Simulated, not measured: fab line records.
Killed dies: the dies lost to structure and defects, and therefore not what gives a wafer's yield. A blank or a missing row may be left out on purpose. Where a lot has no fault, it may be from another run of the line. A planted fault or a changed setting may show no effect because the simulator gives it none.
fab line records | flow sky130
record lots=14 | wafers=42 | last-day=51
route steps=708 shown CONTACT@430 CAP2M@615 VIA4@641 PAD_OPEN@707
lots that met no fault: taken from a fault-free run of the same line
start-h: start of the lot's first displayed wafer, in hours after the record's first day | wait-h: hours from the lot's prior step to this one | " as in the row above | L1.1+2: one row covering several wafers at once | - no value present, or no start provided | * or withheld: withheld | < > ~ a bound
route shown NAME@n: names a module that has steps shown in the file, with the first one's number in the route | usual: the fault-free wafers' mean and standard deviation | same: alike in all rows | chamber/n: place in a boat | sites: per-site readings | _std_site: their standard deviation | _edge_site: mean of outer sites minus mean of inner sites | radius-mm: how far each site lies from the wafer's centre | mask NAME#n: copy n | behind: the last tool/chamber to shape the wafer | hold: why the lot was held/for how many hours/how that ended | device: whichever transistor did not switch (one of n, p or np) | end of line: at the end of the route, the tests of the same wafers | a step with no rows: only its recipe | killed: the dies lost at the first sort to structure and to defects; this is not the yield of the wafer | map: the dies of a wafer, with x for killed, . for not killed, _ for no die there
set.NAME: the setting as run; set.NAME@STEP: as run at that earlier step | model.NAME: the simulator's own value behind a step, which no gauge read
the route's steps for a sample of lots (tables are steps, rows are wafers)
services: a tool's chamber out of use, with start hour (start-h, from the record's first day; less than 0 if before it), hours out, and reason
## steps
# step SKY_CONTACT_CVD_24
# recipe material=W | target-thk-nm=340 | time-s=102.12 | temp-c=400 | pressure-torr=40
# usual heater-power-w=954/100
lot.wafer | tool     | chamber | start-h | wait-h | heater-power-w
L925.3    | cvd-w-01 | 0       | 739.99  | 0.1    | 1006
L925.4    | "        | 1       | "       | "      | 834
L925.5    | "        | 1       | "       | "      | 821
L927.2    | cvd-w-02 | 0       | 765.74  | 0.0    | 880
L927.3    | "        | 1       | "       | "      | 1068
L927.5    | "        | 1       | "       | "      | 1098
L926.2    | cvd-w-01 | 0       | 766.09  | 0.0    | 1057
L926.3    | "        | 1       | "       | "      | 804
L926.5    | "        | 0       | "       | "      | 1014
L929.2    | cvd-w-01 | 1       | 772.42  | 0.0    | 825
L929.3    | "        | 0       | "       | "      | 1044
L929.4    | "        | 1       | "       | "      | 829
L928.2    | cvd-w-02 | 1       | 773.37  | 0.0    | 1068
L928.5    | "        | 0       | "       | "      | 869
L928.6    | "        | 1       | "       | "      | 1072
L930.1    | cvd-w-02 | 1       | 779.95  | 0.0    | 1092
L930.2    | "        | 0       | "       | "      | 902
L930.4    | "        | 1       | "       | "      | 1070
L931.1    | cvd-w-01 | 1       | 780.27  | 0.0    | 810
L931.2    | "        | 0       | "       | "      | 1030
L931.6    | "        | 0       | "       | "      | 1021
L938.3    | cvd-w-02 | 0       | 841.01  | 0.1    | 895
L938.4    | "        | 1       | "       | "      | 1047
L938.6    | "        | 1       | "       | "      | 1061
L940.1    | cvd-w-02 | 0       | 864.82  | 0.0    | 894
L940.2    | "        | 1       | "       | "      | 1082
L940.3    | "        | 0       | "       | "      | 879
L943.2    | cvd-w-01 | 1       | 879.06  | 0.0    | 846
L943.4    | "        | 1       | "       | "      | 827
L943.6    | "        | 1       | "       | "      | 832
L944.3    | cvd-w-01 | 1       | 890.82  | 0.1    | 831
L944.5    | "        | 0       | "       | "      | 1024
L944.6    | "        | 1       | "       | "      | 855
L947.1    | cvd-w-01 | 1       | 934.55  | 0.0    | 766
L947.3    | "        | 1       | "       | "      | 782
L947.6    | "        | 1       | "       | "      | 797
L948.1    | cvd-w-02 | 0       | 936.09  | 0.0    | 902
L948.2    | "        | 1       | "       | "      | 1075
L948.6    | "        | 0       | "       | "      | 887
L946.2    | cvd-w-02 | 0       | 939.58  | 0.0    | 913
L946.3    | "        | 1       | "       | "      | 1073
L946.4    | "        | 0       | "       | "      | 902
# step SKY_CAP2M_OVL_MEAS_12
# usual CAP2M_OVL=-0.2/1.7
lot.wafer | tool       | chamber | start-h | wait-h | CAP2M_OVL[nm]
L925.3    | overlay-01 | -       | 956.80  | 0.1    | 0.0
L925.4    | "          | -       | "       | "      | 0.9
L925.5    | "          | -       | "       | "      | 0.8
L927.2    | overlay-02 | -       | 980.47  | 0.1    | -0.7
L927.3    | "          | -       | "       | "      | -0.7
L927.5    | "          | -       | "       | "      | 1.6
L926.2    | overlay-02 | -       | 982.89  | 0.1    | -1.3
L926.3    | "          | -       | "       | "      | -0.5
L926.5    | "          | -       | "       | "      | -1.4
L929.2    | overlay-01 | -       | 987.85  | 0.1    | 0.4
L929.3    | "          | -       | "       | "      | 1.3
L929.4    | "          | -       | "       | "      | 1.2
L928.2    | overlay-02 | -       | 988.15  | 0.1    | -2.4
L928.5    | "          | -       | "       | "      | -2.2
L928.6    | "          | -       | "       | "      | -1.4
L930.1    | overlay-01 | -       | 993.69  | 0.1    | 1.7
L930.2    | "          | -       | "       | "      | -0.3
L930.4    | "          | -       | "       | "      | -1.1
L931.1    | overlay-02 | -       | 994.57  | 0.1    | -0.7
L931.2    | "          | -       | "       | "      | -1.9
L931.6    | "          | -       | "       | "      | 0.2
L938.3    | overlay-01 | -       | 1046.20 | 0.1    | 0.8
L938.4    | "          | -       | "       | "      | 0.9
L938.6    | "          | -       | "       | "      | -0.8
L940.1    | overlay-01 | -       | 1068.17 | 0.1    | -3.8
L940.2    | "          | -       | "       | "      | -2.2
L940.3    | "          | -       | "       | "      | -2.5
L943.2    | overlay-01 | -       | 1079.84 | 0.1    | -1.1
L943.4    | "          | -       | "       | "      | -1.4
L943.6    | "          | -       | "       | "      | -0.6
L944.3    | overlay-01 | -       | 1088.65 | 0.1    | 0.3
L944.5    | "          | -       | "       | "      | -0.5
L944.6    | "          | -       | "       | "      | -0.8
L947.1    | overlay-02 | -       | 1122.49 | 0.1    | 0.7
L947.3    | "          | -       | "       | "      | 0.3
L947.6    | "          | -       | "       | "      | -1.3
L948.1    | overlay-02 | -       | 1125.39 | 0.1    | -0.9
L948.2    | "          | -       | "       | "      | -1.8
L948.6    | "          | -       | "       | "      | -1.5
L946.2    | overlay-01 | -       | 1127.95 | 0.1    | -2.1
L946.3    | "          | -       | "       | "      | -2.6
L946.4    | "          | -       | "       | "      | -2.7
# step SKY_VIA4_CMP_02
# recipe material=SiO2 | down-force-psi=4 | platen-rpm=60 | pad-velocity-m-s=0.94248
# usual motor-current-A=12.4/1.3 | platen-rpm=60.01/0.039
lot.wafer | tool   | chamber | start-h | wait-h | motor-current-A | platen-rpm
L925.4    | cmp-01 | 0       | 982.82  | 0.0    | 13.7            | 60.00
L925.3    | "      | 1       | "       | "      | 14.7            | 60.00
L925.5    | "      | 1       | "       | "      | 14.8            | 60.00
L927.3    | cmp-02 | 2       | 1004.93 | 0.2    | 10.4            | 60.05
L927.2    | "      | 0       | "       | "      | 12.2            | 60.01
L927.5    | "      | 1       | "       | "      | 13.0            | 60.04
L926.2    | cmp-01 | 2       | 1008.41 | 0.0    | 12.2            | 60.04
L926.3    | "      | 3       | "       | "      | 10.8            | 60.01
L926.5    | "      | 2       | "       | "      | 11.9            | 60.09
L929.2    | cmp-02 | 0       | 1012.40 | 0.1    | 12.5            | 60.04
L929.4    | "      | 1       | "       | "      | 13.7            | 60.02
L929.3    | "      | 2       | "       | "      | 10.6            | 59.97
L928.2    | cmp-01 | 2       | 1012.98 | 0.0    | 12.9            | 59.99
L928.5    | "      | 2       | "       | "      | 12.7            | 60.05
L928.6    | "      | 3       | "       | "      | 10.7            | 59.94
L930.1    | cmp-01 | 3       | 1019.05 | 0.1    | 11.3            | 60.05
L930.4    | "      | 1       | "       | "      | 14.9            | 60.02
L930.2    | "      | 2       | "       | "      | 12.5            | 59.96
L931.1    | cmp-02 | 0       | 1019.71 | 0.1    | 12.7            | 60.00
L931.2    | "      | 1       | "       | "      | 13.2            | 60.00
L931.6    | "      | 3       | "       | "      | 12.2            | 60.00
L938.4    | cmp-02 | 3       | 1069.23 | 0.1    | 12.2            | 60.00
L938.3    | "      | 1       | "       | "      | 12.3            | 59.94
L938.6    | "      | 3       | "       | "      | 12.2            | 60.00
L940.1    | cmp-01 | 3       | 1091.21 | 0.2    | 10.9            | 59.94
L940.2    | "      | 0       | "       | "      | 12.5            | 59.97
L940.3    | "      | 2       | "       | "      | 12.2            | 59.97
L943.2    | cmp-02 | 1       | 1102.53 | 0.1    | 12.7            | 60.03
L943.4    | "      | 2       | "       | "      | 10.5            | 60.05
L943.6    | "      | 0       | "       | "      | 13.5            | 60.11
L944.3    | cmp-02 | 0       | 1111.89 | 0.2    | 12.7            | 59.95
L944.6    | "      | 2       | "       | "      | 10.4            | 60.03
L944.5    | "      | 3       | "       | "      | 11.7            | 60.04
L947.1    | cmp-02 | 1       | 1143.37 | 0.1    | 13.1            | 60.04
L947.3    | "      | 3       | "       | "      | 11.9            | 60.07
L947.6    | "      | 2       | "       | "      | 10.8            | 60.01
L948.2    | cmp-01 | 0       | 1146.06 | 0.3    | 12.9            | 60.02
L948.1    | "      | 1       | "       | "      | 14.2            | 60.05
L948.6    | "      | 0       | "       | "      | 13.6            | 60.02
L946.2    | cmp-01 | 2       | 1148.70 | 0.0    | 13.0            | 60.01
L946.3    | "      | 3       | "       | "      | 10.7            | 59.96
L946.4    | "      | 1       | "       | "      | 14.2            | 60.10
# step SKY_PAD_OPEN_BOW_MEAS_13
# recipe mode=bow
# usual PAD_OPEN_BOW=50/9
lot.wafer | tool          | chamber | start-h | wait-h | PAD_OPEN_BOW[um]
L925.3    | film-metro-02 | -       | 1077.28 | -      | 49
L925.4    | "             | -       | "       | "      | 51
L925.5    | "             | -       | "       | "      | 55
L927.2    | film-metro-01 | -       | 1098.14 | -      | 48
L927.3    | "             | -       | "       | "      | 56
L927.5    | "             | -       | "       | "      | 49
L926.2    | film-metro-02 | -       | 1100.95 | -      | 55
L926.3    | "             | -       | "       | "      | 49
L926.5    | "             | -       | "       | "      | 53
L929.2    | film-metro-02 | -       | 1104.65 | -      | 56
L929.3    | "             | -       | "       | "      | 49
L929.4    | "             | -       | "       | "      | 52
L928.2    | film-metro-04 | -       | 1106.39 | -      | 53
L928.5    | "             | -       | "       | "      | 54
L928.6    | "             | -       | "       | "      | 55
L930.1    | film-metro-02 | -       | 1110.02 | -      | 48
L930.2    | "             | -       | "       | "      | 32
L930.4    | "             | -       | "       | "      | 40
L931.1    | film-metro-01 | -       | 1110.98 | -      | 56
L931.2    | "             | -       | "       | "      | 44
L931.6    | "             | -       | "       | "      | 56
L938.3    | film-metro-04 | -       | 1155.60 | -      | 42
L938.4    | "             | -       | "       | "      | 32
L938.6    | "             | -       | "       | "      | 39
L940.1    | film-metro-01 | -       | 1173.62 | -      | 44
L940.2    | "             | -       | "       | "      | 52
L940.3    | "             | -       | "       | "      | 42
L943.2    | film-metro-04 | -       | 1181.76 | -      | 34
L943.4    | "             | -       | "       | "      | 45
L943.6    | "             | -       | "       | "      | 48
L944.3    | film-metro-01 | -       | 1189.82 | -      | 51
L944.5    | "             | -       | "       | "      | 51
L944.6    | "             | -       | "       | "      | 64
L947.1    | film-metro-04 | -       | 1214.37 | -      | 45
L947.3    | "             | -       | "       | "      | 35
L947.6    | "             | -       | "       | "      | 25
L948.1    | film-metro-01 | -       | 1214.54 | -      | 52
L948.2    | "             | -       | "       | "      | 48
L948.6    | "             | -       | "       | "      | 61
L946.2    | film-metro-01 | -       | 1216.81 | -      | 57
L946.3    | "             | -       | "       | "      | 52
L946.4    | "             | -       | "       | "      | 44
# step SKY_PAD_OPEN_PROBE_99
# usual killed_at_M0_to_M3=43/6.8 | killed_at_M4_up=3.1/1.8 | killed-at-contacts=25/5.8 | killed-at-front-end=15/4.2 | killed-at-other=0.3/0.5 | killed-dies=87/9.7 | killed-open=47/7.3 | killed-short=39/6.6
# same gross-dies=492 | killed-at-back-side=0
lot.wafer | tool      | chamber | start-h | wait-h | killed_at_M0_to_M3 | killed_at_M4_up | killed-at-contacts | killed-at-front-end | killed-at-other | killed-dies | killed-open | killed-short
L925.3    | prober-02 | -       | 1077.46 | 0.2    | 41                 | 2               | 18                 | 10                  | 0               | 71          | 41          | 30
L925.4    | prober-02 | -       | 1077.51 | 0.2    | 46                 | 6               | 24                 | 11                  | 0               | 87          | 45          | 42
L925.5    | prober-02 | -       | 1077.56 | 0.2    | 34                 | 3               | 22                 | 18                  | 0               | 77          | 37          | 40
L928.2    | prober-02 | -       | 1106.54 | 0.1    | 32                 | 4               | 23                 | 14                  | 0               | 73          | 32          | 41
L928.5    | prober-02 | -       | 1106.69 | 0.2    | 43                 | 7               | 23                 | 17                  | 0               | 90          | 45          | 45
L928.6    | prober-02 | -       | 1106.74 | 0.2    | 45                 | 2               | 22                 | 18                  | 0               | 87          | 36          | 51
L931.1    | prober-02 | -       | 1111.10 | 0.1    | 56                 | 2               | 18                 | 13                  | 0               | 89          | 44          | 45
L931.2    | prober-02 | -       | 1111.15 | 0.1    | 53                 | 3               | 27                 | 10                  | 1               | 94          | 49          | 45
L931.6    | prober-02 | -       | 1111.35 | 0.2    | 49                 | 2               | 19                 | 10                  | 0               | 80          | 49          | 31
L938.3    | prober-01 | -       | 1155.78 | 0.2    | 34                 | 1               | 64                 | 13                  | 1               | 113         | 36          | 28
L938.4    | prober-01 | -       | 1155.83 | 0.2    | 32                 | 3               | 64                 | 11                  | 0               | 110         | 34          | 29
L938.6    | prober-01 | -       | 1155.93 | 0.2    | 48                 | 3               | 62                 | 14                  | 1               | 128         | 49          | 36
L940.1    | prober-01 | -       | 1173.74 | 0.1    | 46                 | 3               | 70                 | 12                  | 0               | 131         | 39          | 43
L940.2    | prober-01 | -       | 1173.79 | 0.1    | 42                 | 4               | 75                 | 15                  | 0               | 136         | 47          | 42
L940.3    | prober-01 | -       | 1173.84 | 0.2    | 41                 | 4               | 66                 | 14                  | 0               | 125         | 36          | 43
# killed by level:class
L925.3 VIA1:geometric-particle:open=9 VIA3:geometric-particle:open=9 METAL2:geometric-particle:short=8 CONTACT:geometric-particle:open=8 LOCAL_INTERCONNECT:geometric-particle:short=5 VIA2:geometric-particle:short=4 VIA2:geometric-particle:open=4 POLY_GATE:geometric-particle:short=3
L925.4 METAL1:geometric-particle:short=12 VIA2:geometric-particle:open=8 VIA1:geometric-particle:open=7 LI_CONTACT:geometric-particle:open=6 CONTACT:geometric-particle:short=6 CONTACT:geometric-particle:open=6 VIA1:geometric-particle:short=5 FIELD_ISO:geometric-particle:short=4
L925.5 LI_CONTACT:geometric-particle:open=8 METAL2:geometric-particle:short=8 VIA2:geometric-particle:open=6 LI_CONTACT:geometric-particle:short=6 VIA3:geometric-particle:open=6 FIELD_ISO:geometric-particle:short=5 CONTACT:geometric-particle:open=5 VIA1:geometric-particle:short=5
L928.2 LI_CONTACT:geometric-particle:open=10 FIELD_ISO:geometric-particle:short=7 METAL2:geometric-particle:short=6 CONTACT:geometric-particle:open=6 VIA1:geometric-particle:short=6 FIELD_ISO:geometric-particle:open=4 VIA3:geometric-particle:open=4 VIA3:geometric-particle:short=4
L928.5 LI_CONTACT:geometric-particle:open=11 VIA1:geometric-particle:open=8 METAL2:geometric-particle:short=7 LI_CONTACT:geometric-particle:short=6 METAL4:geometric-particle:short=6 FIELD_ISO:geometric-particle:open=5 VIA2:geometric-particle:short=5 VIA2:geometric-particle:open=5
L928.6 METAL1:geometric-particle:short=9 CONTACT:geometric-particle:open=7 VIA2:geometric-particle:open=7 VIA1:geometric-particle:short=6 POLY_GATE:geometric-particle:short=5 LI_CONTACT:geometric-particle:short=5 LOCAL_INTERCONNECT:geometric-particle:short=5 VIA1:geometric-particle:open=5
L931.1 VIA1:geometric-particle:open=10 VIA1:geometric-particle:short=7 VIA2:geometric-particle:open=7 VIA3:geometric-particle:open=7 LOCAL_INTERCONNECT:geometric-particle:short=6 METAL1:geometric-particle:short=6 METAL2:geometric-particle:short=6 POLY_GATE:geometric-particle:open=5
L931.2 VIA1:geometric-particle:open=14 CONTACT:geometric-particle:open=11 METAL1:geometric-particle:short=10 VIA3:geometric-particle:open=10 LOCAL_INTERCONNECT:geometric-particle:short=8 CONTACT:geometric-particle:short=4 METAL2:geometric-particle:short=4 VIA2:geometric-particle:open=4
L931.6 VIA1:geometric-particle:open=11 VIA1:geometric-particle:short=9 CONTACT:geometric-particle:open=8 METAL1:geometric-particle:open=7 VIA2:geometric-particle:open=5 POLY_GATE:geometric-particle:open=5 VIA3:geometric-particle:short=5 METAL1:geometric-particle:short=4
L938.3 CONTACT:unspecified=49 VIA3:geometric-particle:open=9 VIA1:geometric-particle:open=8 CONTACT:geometric-particle:short=6 FIELD_ISO:geometric-particle:open=4 CONTACT:geometric-particle:open=4 SPACER:geometric-particle:short=3 VIA2:geometric-particle:open=3
L938.4 CONTACT:unspecified=47 VIA1:geometric-particle:open=9 CONTACT:geometric-particle:open=6 FIELD_ISO:geometric-particle:short=5 VIA3:geometric-particle:open=4 LI_CONTACT:geometric-particle:open=4 LOCAL_INTERCONNECT:geometric-particle:short=4 METAL1:geometric-particle:short=4
L938.6 CONTACT:unspecified=43 VIA1:geometric-particle:open=10 VIA2:geometric-particle:open=9 FIELD_ISO:geometric-particle:open=7 CONTACT:geometric-particle:open=6 METAL2:geometric-particle:short=6 VIA3:geometric-particle:open=5 CONTACT:geometric-particle:short=5
L940.1 CONTACT:unspecified=49 VIA1:geometric-particle:short=11 VIA1:geometric-particle:open=11 LI_CONTACT:geometric-particle:open=5 CONTACT:geometric-particle:short=5 CONTACT:geometric-particle:open=5 VIA2:geometric-particle:open=5 FIELD_ISO:geometric-particle:open=4
L940.2 CONTACT:unspecified=47 CONTACT:geometric-particle:open=10 VIA3:geometric-particle:open=10 LI_CONTACT:geometric-particle:open=7 VIA2:geometric-particle:open=5 LI_CONTACT:geometric-particle:short=4 LOCAL_INTERCONNECT:geometric-particle:short=4 METAL1:geometric-particle:open=4
L940.3 CONTACT:unspecified=46 CONTACT:geometric-particle:open=8 VIA1:geometric-particle:short=7 METAL2:geometric-particle:short=6 CONTACT:geometric-particle:short=6 VIA2:geometric-particle:open=5 VIA1:geometric-particle:open=5 METAL1:geometric-particle:short=4
## services
tool     | chamber | start-h | hours | kind
cmp-02   | -       | 736.40  | 2.8   | repair
cvd-w-02 | -       | 738.13  | 6.9   | pm
cmp-02   | -       | 744.05  | 4.0   | pm
cvd-w-01 | -       | 745.03  | 14.6  | pm
cmp-01   | -       | 753.75  | 0.5   | repair
cmp-01   | -       | 754.23  | 2.7   | repair
cmp-02   | -       | 777.26  | 5.2   | pm
cvd-w-02 | -       | 799.67  | 2.8   | pm
cmp-02   | -       | 809.74  | 2.5   | repair
cmp-01   | -       | 843.77  | 1.6   | repair
cmp-01   | -       | 848.98  | 0.4   | repair
cmp-01   | -       | 850.55  | 4.6   | pm
cvd-w-02 | -       | 856.38  | 1.2   | repair
cmp-02   | -       | 861.64  | 0.3   | repair
cvd-w-01 | 1       | 863.11  | 6.3   | repair
cvd-w-01 | -       | 866.41  | 0.7   | repair
cvd-w-01 | -       | 904.00  | 14.0  | pm
cmp-01   | -       | 912.00  | 4.0   | pm
cmp-01   | -       | 932.08  | 5.5   | pm
cmp-02   | -       | 943.59  | 2.7   | repair
cmp-02   | -       | 1024.29 | 14.3  | pm
cmp-01   | -       | 1027.29 | 1.1   | repair
cmp-02   | -       | 1084.05 | 4.0   | pm
cmp-01   | -       | 1116.32 | 0.7   | repair
## key
first-sign step=SKY_PAD_OPEN_PROBE_99 | reading=killed-at-contacts | direction=up | sigmas=7.3 | usual=25 | struck=67
effect step=SKY_PAD_OPEN_PROBE_99 | reading=killed-dies | direction=up | sigmas=3.9 | usual=87 | struck=124
met-at SKY_CONTACT_CVD_24
struck-lots L938,L940
tester-left-out L938,L940
not-acting-at SKY_CAP2M_OVL_MEAS_12,SKY_VIA4_CMP_02,SKY_PAD_OPEN_BOW_MEAS_13
onset-between 779.95 841.01
fault kind=chamber-particle-source | tool=cvd-w-02 | chamber=- | onset-h=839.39 | steps=SKY_CONTACT_CVD_24 | rate-per-visit-cm2=0.68211 | end-h=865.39
# tester-left-out: of these lots the tester's yield and bins aren't shown, on N5 and GAA mostly nor the transistor test; their killed dies are dies lost to structure and defects alone, not to doping, threshold or leakage, so they don't give the yield
